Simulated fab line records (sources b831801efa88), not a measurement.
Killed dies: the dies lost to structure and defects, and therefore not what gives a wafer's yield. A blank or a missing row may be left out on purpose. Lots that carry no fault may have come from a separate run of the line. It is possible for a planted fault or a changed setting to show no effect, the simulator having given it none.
Which tool is to blame? -- flow sky130 -- 12 lots, 36 wafers sampled, at 4 steps of a route of 708

## WHAT EACH GAUGE READ, for each wafer
SKY_VT_ADJUST_LVTN_OVL_MEAS_18.
lot,measured,on,VT_ADJUST_LVTN_01_OVL (nm)
L365,day 7 23:37,overlay-01,-0.4 -1.2 -2.2
L367,day 8 15:04,overlay-02,-0.3 0.9 1.6
L368,day 9 15:32,overlay-02,1.1 0.7 0.1
L369,day 9 13:58,overlay-01,-1.0 0.6 0.0
L371,day 9 16:11,overlay-02,0.6 0.5 -0.2
L373,day 10 07:31,overlay-02,-0.9 -2.4 -1.4
L376,day 11 06:00,overlay-02,-0.3 0.1 -0.7
L377,day 11 14:36,overlay-01,2.9 1.0 3.1
L379,day 12 02:53,overlay-02,0.0 -0.6 -2.5
L380,day 12 06:54,overlay-01,-1.7 0.3 -1.0
L384,day 13 08:11,overlay-01,-0.6 -0.4 0.8
L387,day 14 09:10,overlay-02,-1.2 -0.3 -1.4

SKY_VT_ADJUST_NCORE_CD_MEAS_07: target cd 380 nm.
lot,measured,on,cd nm (nm)
L365,day 8 20:11,cd sem-02,380.0 378.4 377.1
L367,day 9 12:28,cd sem-02,380.6 385.5 382.3
L368,day 10 13:17,cd sem-02,378.3 378.8 378.5
L369,day 10 12:10,cd sem-02,379.9 378.6 378.5
L371,day 10 14:33,cd sem-01,381.3 382.1 383.1
L373,day 11 06:32,cd sem-02,381.3 380.7 382.2
L376,day 12 05:28,cd sem-01,381.5 381.3 383.0
L377,day 12 14:38,cd sem-02,379.1 379.9 379.7
L379,day 13 03:16,cd sem-02,381.2 381.6 381.1
L380,day 13 08:00,cd sem-01,379.0 378.6 379.5
L384,day 14 09:46,cd sem-02,383.6 385.6 382.7
L387,day 15 12:40,cd sem-01,378.8 379.7 382.8

## EACH LOT AND THE TOOL THAT RAN IT (in order: tool; ch and the chambers of the sampled wafers; start)
lot,SKY_FIELD_ISO_ETCH_17,SKY_NWELL_STRIP_25
L365,"rie si-02 ch 0,1,2, day 2 09:41","plasma asher-03 ch 0,1, day 5 13:05"
L367,"rie si-01 ch 2,3, day 3 01:08","plasma asher-04 ch 0,1, day 6 02:59"
L368,"rie si-02 ch 0,1, day 3 09:43","plasma asher-03 ch 0,1, day 7 00:04"
L369,"rie si-01 ch 1,2,3, day 3 10:04","plasma asher-04 ch 0,1, day 6 23:25"
L371,"rie si-01 ch 0,2, day 3 17:53","plasma asher-03 ch 0,1, day 7 01:34"
L373,"rie si-01 ch 1,2, day 4 04:50","plasma asher-01 ch 0,1, day 7 16:06"
L376,"rie si-02 ch 1,3, day 4 19:29","plasma asher-03 ch 0,1, day 8 10:42"
L377,"rie si-02 ch 2,3, day 5 03:07","plasma asher-03 ch 0,1, day 8 18:32"
L379,"rie si-02 ch 0,1,2, day 5 11:43","plasma asher-04 ch 0,1, day 9 05:16"
L380,"rie si-01 ch 0,2,3, day 5 16:37","plasma asher-04 ch 0,1, day 9 10:07"
L384,"rie si-01 ch 0,2,3, day 6 14:11","plasma asher-03 ch 0,1, day 10 09:31"
L387,"rie si-01 ch 0,1, day 7 06:01","plasma asher-01 ch 0,1, day 11 06:04"
- SKY_FIELD_ISO_ETCH_17: etches Si in HBr/Cl2/O2, target depth 342 nm, time 97.7 s.
- SKY_NWELL_STRIP_25: strips in O2/N2.

## AS READ BY THE TOOLS THEMSELVES (means over the sampled wafers that have a number; for cases with no such wafer, the mark the record gives instead)
SKY_FIELD_ISO_ETCH_17.
lot,tool,chamber pressure mTorr (mTorr),drypump motor current A (A),mfc cl2 sccm (sccm),oes product au (a.u.),run length s (s),throttle valve pct (%)
L365,rie si-02,14.998,5.73,39.90,1.003,125.6,25.655
L367,rie si-01,15.003,5.20,39.97,0.992,125.8,25.661
L368,rie si-02,14.991,5.72,39.93,1.005,125.8,25.651
L369,rie si-01,14.996,5.37,39.98,0.988,125.8,25.661
L371,rie si-01,15.005,5.43,40.00,0.990,125.6,25.662
L373,rie si-01,15.003,5.43,40.03,0.989,125.6,25.659
L376,rie si-02,14.999,5.64,40.11,0.996,126.4,25.652
L377,rie si-02,14.999,5.82,39.99,1.001,122.2,25.660
L379,rie si-02,14.987,5.74,40.08,1.003,121.6,25.655
L380,rie si-01,14.992,5.36,39.88,0.990,125.8,25.660
L384,rie si-01,14.997,5.37,40.00,0.994,125.8,25.671
L387,rie si-01,15.003,5.75,39.98,1.001,125.5,25.656

SKY_NWELL_STRIP_25.
lot,tool,chamber pressure mTorr (mTorr),drypump motor current A (A),n2 flow sccm (sccm),oes product au (a.u.),strip time to endpoint s (s)
L365,plasma asher-03,1500.1,5.6,299.9,0.728,36.90
L367,plasma asher-04,1498.4,5.3,299.9,0.728,36.76
L368,plasma asher-03,1499.4,5.2,299.5,0.724,36.90
L369,plasma asher-04,1500.2,5.3,299.8,0.728,36.77
L371,plasma asher-03,1499.8,5.6,300.4,0.723,36.87
L373,plasma asher-01,1500.7,6.4,299.8,0.721,36.87
L376,plasma asher-03,1499.9,5.6,299.5,0.720,36.94
L377,plasma asher-03,1499.1,5.6,299.7,0.727,36.89
L379,plasma asher-04,1499.4,5.3,299.1,0.724,36.91
L380,plasma asher-04,1499.5,5.6,298.8,0.722,36.95
L384,plasma asher-03,1500.6,5.2,300.1,0.717,36.99
L387,plasma asher-01,1498.8,6.2,299.5,0.719,36.80

## THE ANSWER, worked out from the rows above alone
Rule: the lots themselves supply what counts as usual. The widest of any qualifying gaps counts: lots, ordered by their means at a reading, are off when they make up no more than a third of the lots, leave a main group of 4 or more, and stand apart from it by 3 or more times the standard deviation of that group's means. The tables above print the reading to a certain number of digits; a main group whose means all agree to those digits is not used. Also off: a lot with no number at a reading for which 4 or more lots have one. Any other lot the step has rows for is counted as sound. First the gauges in route order, then the tools' own readings, where a lot's mean is used as printed above. At the first step where some lot is off, the reading lying furthest off is the one used; lots without a number count as furthest.
Off: L377, L379 (SKY_FIELD_ISO_ETCH_17, run length s). For the main group the mean is 125.8 s and the standard deviation 0.24.
If a tool, at that step or one of the process steps before it, ran each lot that is off and ran no sound lot following the first of them, it fits. One candidate fits, namely rie si-02 at SKY_FIELD_ISO_ETCH_17. Its last sound lot is L376 (day 4 19:29), its first lot that is off L377 (day 5 03:07): a fault that began between those two fits.
On the lots that are off, the tool's own readings at SKY_FIELD_ISO_ETCH_17 differ by more than 5 times the standard deviation of the sound lots' means, which bears it out; run length s reads 121.9 s there versus 125.8 s on the sound lots.

## WHAT THE SIMULATOR HAD INSERTED
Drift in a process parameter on rie si-02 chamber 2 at SKY_FIELD_ISO_ETCH_17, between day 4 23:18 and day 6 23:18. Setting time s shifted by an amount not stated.
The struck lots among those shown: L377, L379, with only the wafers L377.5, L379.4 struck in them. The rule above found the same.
